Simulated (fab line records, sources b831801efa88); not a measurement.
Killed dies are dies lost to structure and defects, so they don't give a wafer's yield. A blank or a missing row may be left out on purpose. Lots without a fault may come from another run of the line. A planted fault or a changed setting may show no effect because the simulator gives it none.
Which tool did it? | flow gf180mcu | 12 lots, 36 wafers sampled, at 4 steps of a route of 602

WHAT THE GAUGES READ, wafer by wafer
GF_PASSIVATION_BOW_MEAS_14. Usual: PASSIVATION_BOW 133 um, standard deviation 11.
lot  | measured     | on            | PASSIVATION_BOW (um) | flag
L815 | day 28 19:40 | film_metro-04 | 112 126 129          |
L817 | day 29 20:14 | film_metro-03 | 134 133 145          |
L821 | day 31 00:55 | film_metro-03 | 144 131 143          |
L822 | day 31 04:15 | film_metro-04 | 139 149 154          |
L823 | day 31 08:13 | film_metro-02 | 147 138 133          |
L824 | day 31 10:47 | film_metro-02 | 134 113 126          |
L827 | day 32 11:45 | film_metro-02 | 124 109 100          |
L829 | day 32 22:39 | film_metro-02 | 118 121 131          |
L835 | day 34 02:24 | film_metro-02 | 114 131 113          |
L834 | day 34 04:58 | film_metro-04 | 134 127 140          |
L836 | day 34 10:21 | film_metro-02 | 150 131 158          |
L837 | day 34 17:47 | film_metro-02 | 128 136 138          |

WHICH TOOL RAN EACH LOT (tool, then ch and the chambers of the sampled wafers, then the start)
lot  | GF_M4_METAL_ETCH_16               | GF_PASSIVATION_ETCH_11             | GF_PASSIVATION_STRIP_12
L815 | rie_metal-03 ch 0,1, day 23 00:50 | rie_diel-04 ch 0,1,3, day 28 17:47 | plasma_asher-03 ch 0,1, day 28 18:03
L817 | rie_metal-01 ch 0,1, day 24 05:16 | rie_diel-04 ch 1,2,3, day 29 17:32 | plasma_asher-02 ch 0,1, day 29 17:48
L821 | rie_metal-03 ch 0,1, day 25 22:02 | rie_diel-02 ch 1,2, day 30 23:02   | plasma_asher-02 ch 0,1, day 30 23:18
L822 | rie_metal-04 ch 0,1, day 26 00:43 | rie_diel-02 ch 0,1,2, day 31 02:23 | plasma_asher-02 ch 0,1, day 31 02:39
L823 | rie_metal-03 ch 0,1, day 26 02:19 | rie_diel-02 ch 0,1,3, day 31 06:20 | plasma_asher-02 ch 0,1, day 31 06:36
L824 | rie_metal-03 ch 0,1, day 26 04:38 | rie_diel-03 ch 1,2,3, day 31 08:54 | plasma_asher-02 ch 0,1, day 31 09:10
L827 | rie_metal-01 ch 1, day 27 14:11   | rie_diel-03 ch 1,2,3, day 32 09:53 | plasma_asher-03 ch 0,1, day 32 10:09
L829 | rie_metal-01 ch 0,1, day 28 03:31 | rie_diel-04 ch 1,2,3, day 32 20:47 | plasma_asher-04 ch 0,1, day 32 21:03
L835 | rie_metal-04 ch 0,1, day 29 15:17 | rie_diel-02 ch 0,1,3, day 34 00:32 | plasma_asher-04 ch 0,1, day 34 00:48
L834 | rie_metal-03 ch 0,1, day 29 17:11 | rie_diel-04 ch 0,1,3, day 34 03:06 | plasma_asher-02 ch 0,1, day 34 03:22
L836 | rie_metal-01 ch 0,1, day 29 22:58 | rie_diel-02 ch 0,2,3, day 34 08:29 | plasma_asher-04 ch 0,1, day 34 08:45
L837 | rie_metal-03 ch 0,1, day 30 06:07 | rie_diel-03 ch 1,2,3, day 34 15:54 | plasma_asher-04 ch 1, day 34 16:10
- GF_M4_METAL_ETCH_16: etches the open film in Cl2/BCl3, stops on SiO2, target depth 750.8 nm, time 125.1 s.
- GF_PASSIVATION_ETCH_11: etches the open film in CF4/O2, stops on TiN, target depth 2040 nm, time 453.3 s.
- GF_PASSIVATION_STRIP_12: strips in O2/N2.

WHAT THE TOOLS THEMSELVES READ (means of the sampled wafers that have a number; where no wafer has one, the mark that the record gives instead)
GF_M4_METAL_ETCH_16. Usual: bcl3_flow_sccm 40.01 sccm, standard deviation 0.12; drypump_motor_current_A 5.95 A, standard deviation 0.25; oes_product_au 0.993 a.u., standard deviation 0.0056; throttle_valve_pct 28.227 %, standard deviation 0.0099.
lot  | tool         | bcl3_flow_sccm (sccm) | drypump_motor_current_A (A) | oes_product_au (a.u.) | throttle_valve_pct (%) | flag
L815 | rie_metal-03 | 40.07                 | 5.87                        | 0.991                 | 28.220                 |
L817 | rie_metal-01 | 39.98                 | 5.82                        | 0.994                 | 28.227                 |
L821 | rie_metal-03 | 40.09                 | 5.92                        | 0.997                 | 28.226                 |
L822 | rie_metal-04 | 39.95                 | 6.35                        | 0.995                 | 28.229                 |
L823 | rie_metal-03 | 39.94                 | 5.94                        | 0.994                 | 28.225                 |
L824 | rie_metal-03 | 39.87                 | 5.87                        | 0.998                 | 28.231                 |
L827 | rie_metal-01 | 39.94                 | 5.59                        | 0.995                 | 28.222                 |
L829 | rie_metal-01 | 40.01                 | 5.82                        | 0.998                 | 28.232                 |
L835 | rie_metal-04 | 39.85                 | 6.35                        | 0.994                 | 28.227                 |
L834 | rie_metal-03 | 39.99                 | 5.91                        | 0.991                 | 28.228                 |
L836 | rie_metal-01 | 40.01                 | 5.69                        | 0.995                 | 28.227                 |
L837 | rie_metal-03 | 39.94                 | 5.88                        | 0.984                 | 28.230                 |

GF_PASSIVATION_ETCH_11. Usual: drypump_motor_current_A 5.6 A, standard deviation 0.44; oes_product_au 0.988 a.u., standard deviation 0.0058; throttle_valve_pct 5.967 %, standard deviation 0.0089.
lot  | tool        | drypump_motor_current_A (A) | oes_product_au (a.u.) | throttle_valve_pct (%) | flag
L815 | rie_diel-04 | 5.6                         | 0.985                 | 5.967                  |
L817 | rie_diel-04 | 5.2                         | 0.991                 | 5.970                  |
L821 | rie_diel-02 | 5.7                         | 0.993                 | 5.971                  |
L822 | rie_diel-02 | 5.7                         | 0.988                 | 5.969                  |
L823 | rie_diel-02 | 5.7                         | 0.990                 | 5.970                  |
L824 | rie_diel-03 | 5.7                         | 0.990                 | 5.965                  |
L827 | rie_diel-03 | 5.7                         | 0.990                 | 5.964                  |
L829 | rie_diel-04 | 5.2                         | 0.986                 | 5.972                  |
L835 | rie_diel-02 | 5.7                         | 0.987                 | 5.970                  |
L834 | rie_diel-04 | 5.6                         | 0.986                 | 5.967                  |
L836 | rie_diel-02 | 5.5                         | 0.985                 | 5.971                  |
L837 | rie_diel-03 | 5.7                         | 0.993                 | 5.975                  |

GF_PASSIVATION_STRIP_12. Usual: drypump_motor_current_A 5.8 A, standard deviation 0.32; heater_power_w 328 W, standard deviation 15; oes_product_au 0.718 a.u., standard deviation 0.0043; strip_time_to_endpoint_s 32.93 s, standard deviation 0.23.
lot  | tool            | drypump_motor_current_A (A) | heater_power_w (W) | oes_product_au (a.u.) | strip_time_to_endpoint_s (s) | flag
L815 | plasma_asher-03 | 5.9                         | 310                | 0.717                 | 33.00                        |
L817 | plasma_asher-02 | 6.0                         | 341                | 0.721                 | 32.97                        |
L821 | plasma_asher-02 | 6.0                         | 340                | 0.720                 | 32.49                        |
L822 | plasma_asher-02 | 5.7                         | 340                | 0.721                 | 32.78                        |
L823 | plasma_asher-02 | 6.0                         | 338                | 0.720                 | 32.82                        |
L824 | plasma_asher-02 | 6.0                         | 339                | 0.719                 | 32.89                        |
L827 | plasma_asher-03 | 5.9                         | 307                | 0.718                 | 32.87                        |
L829 | plasma_asher-04 | 5.6                         | 325                | 0.719                 | 33.05                        |
L835 | plasma_asher-04 | 5.7                         | 333                | 0.714                 | 33.12                        |
L834 | plasma_asher-02 | 5.7                         | 344                | 0.719                 | 33.07                        |
L836 | plasma_asher-04 | 5.7                         | 334                | 0.722                 | 33.01                        |
L837 | plasma_asher-04 | 5.5                         | 319                | 0.718                 | 32.91                        |

THE ANSWER, worked out from the rows above alone
Rule: a lot is off if the mean of its wafers that have a number lies more than 3 standard deviations from the usual mean. A lot without any number at a reading at which 4 lots or more have one is off too. The other lots that the step has rows for count as sound. The gauges are gone through in route order, then the tools' own readings, and for those a lot's mean is taken as printed above. The first step at which some lot is off is used, and at that step the reading that is off furthest; a lot without a number counts as furthest.
No lot is off at any reading shown: from this, nothing can be told.

WHAT THE SIMULATOR HAD PUT IN
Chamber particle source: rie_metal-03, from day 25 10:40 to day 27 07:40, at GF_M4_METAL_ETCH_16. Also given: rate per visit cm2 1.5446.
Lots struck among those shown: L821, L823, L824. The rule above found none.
